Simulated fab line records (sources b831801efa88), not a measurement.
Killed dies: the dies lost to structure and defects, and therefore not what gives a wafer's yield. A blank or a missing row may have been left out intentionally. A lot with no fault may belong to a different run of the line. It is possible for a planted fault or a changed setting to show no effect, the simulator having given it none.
Matching of chambers	flow sky130	SKY_CONTACT_CVD_00 on pecvd-03: 3 sister chambers
The step deposits Si3N4, target thk 75 nm. 18 wafers are shown with their chamber, then 9 later ones without.

== WAFERS WITH THEIR CHAMBER ==
wafer	chamber	heaterPowerW (W)
L077.4	0	685
L077.5	2	684
L077.6	1	643
L079.4	0	587
L079.5	1	621
L079.6	2	727
L082.3	1	626
L082.5	1	638
L082.6	2	660
L083.1	1	549
L083.3	2	661
L083.5	0	611
L084.1	0	680
L084.3	1	646
L084.5	1	626
L085.1	1	628
L085.2	0	684
L085.4	1	623

SIGNATURES (averages over the wafers above)
reading	chamber 0	chamber 1	chamber 2	scatter within a chamber
heaterPowerW	649.40	622.22	683.00	35
Rule: for each reading, subtract the chamber's mean from the wafer's reading, divide by that reading's scatter and square the result; add these up over the readings and take the root, which gives the wafer's distance from the chamber. If the next closest chamber is less than 2 further off than the closest, the wafer can't be placed; otherwise it belongs to the closest. The scatter: the root of (the sum of the squares of (reading less its chamber's mean) over the shown wafers, divided by (wafers less chambers)).

== WAFERS MISSING THEIR CHAMBER ==
wafer	heaterPowerW (W)
L087.2	633
L087.4	628
L087.6	586
L091.2	591
L091.3	708
L091.5	613
L093.2	642
L093.3	612
L093.6	606

== WHICH CHAMBER EACH WENT THROUGH ==
wafer	from the rows above	in truth
L087.2	can't be placed: 1 or 0 or 2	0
L087.4	can't be placed: 1 or 0 or 2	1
L087.6	can't be placed: 1 or 0 or 2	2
L091.2	can't be placed: 1 or 0 or 2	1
L091.3	can't be placed: 2 or 0 or 1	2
L091.5	can't be placed: 1 or 0 or 2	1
L093.2	can't be placed: 0 or 1 or 2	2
L093.3	can't be placed: 1 or 0 or 2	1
L093.6	can't be placed: 1 or 0 or 2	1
0 of 9 placed correctly. Not placeable from these rows: 9 (in 9, the candidates include the true chamber). 0 placed wrongly.
